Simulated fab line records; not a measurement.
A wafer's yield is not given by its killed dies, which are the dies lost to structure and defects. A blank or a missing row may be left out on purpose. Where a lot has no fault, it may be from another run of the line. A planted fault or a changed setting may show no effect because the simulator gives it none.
2 desks, one fault / flow sky130 / each desk holds nothing but its own numbers, with what lay behind them at the end

METROLOGY DESK
What the gauges read, lot by lot, whatever tool the lot ran on: means of the sampled wafers that have a number. The brackets show how far a lot's mean lies from the usual mean; more than 4 standard deviations puts the lot out of limits, marked OUT.
Columns: A = cd nm at SKY_FIELD_ISO_CD_MEAS_13, usual 150.0 nm; B = FIELD_ISO_OXIDATION_01_THK at SKY_FIELD_ISO_THK_MEAS_23, usual 9.90 nm
lot=L686; first seen here=day 2 15:31; A=149.4; B=9.67
lot=L689; first seen here=day 3 09:14; A=150.3; B=9.84
lot=L690; first seen here=day 3 10:58; A=149.5; B=10.11
lot=L692; first seen here=day 4 00:01; A=150.2; B=9.56
lot=L693; first seen here=day 4 03:36; A=147.5; B=9.52
lot=L694; first seen here=day 4 08:57; A=151.2; B=9.96
lot=L700; first seen here=day 5 18:11; A=150.2; B=10.04
lot=L701; first seen here=day 5 21:14; A=150.6; B=9.98
lot=L703; first seen here=day 6 06:49; A=154.0; B=10.02
lot=L704; first seen here=day 6 13:14; A=153.4; B=9.87
lot=L705; first seen here=day 6 16:32; A=150.2; B=9.96
lot=L706; first seen here=day 6 23:53; A=145.8; B=9.99
lot=L707; first seen here=day 7 03:56; A=151.9; B=10.02
Result from this desk: across the 13 lots, nothing is out of limits.

AT THE TOOL OWNER'S DESK: wet bench-01
The tool's own readings at SKY_FIELD_ISO_WET_ETCH_18 (etches Si3N4 in H3PO4, target depth 25 nm, time 286 s): means of the sampled wafers that have a number, for each lot that ran on this tool. The brackets show how far a lot's mean lies from the usual mean; more than 4 standard deviations puts the lot out of limits, marked OUT.
Columns: A = run length s at SKY_FIELD_ISO_WET_ETCH_18, usual 316 s
lot=L693; first seen here=day 4 03:57; A=317
lot=L701; first seen here=day 5 21:36; A=512 (+50) OUT
lot=L703; first seen here=day 6 07:12; A=320
This desk finds L701 out of limits, L701 being first, at day 5 21:36 (run length s at SKY_FIELD_ISO_WET_ETCH_18). Within limits: L693, L703.

TAKEN TOGETHER
An alarm could have come from the tool owner's desk at day 5 21:36, on L701.
The metrology desk saw nothing out of limits.
The metrology desk holds a record of L701, inside its limits.
All the named lots went through SKY_FIELD_ISO_WET_ETCH_18 on wet bench-01.

WHAT HAD BEEN PUT IN BY THE SIMULATOR
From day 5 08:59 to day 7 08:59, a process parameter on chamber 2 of wet bench-01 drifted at SKY_FIELD_ISO_WET_ETCH_18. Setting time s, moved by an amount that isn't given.
Struck lots among those shown: L701.
How many hours passed from the start of the fault until each desk's first out-of-limits reading: the tool owner's desk, 13.
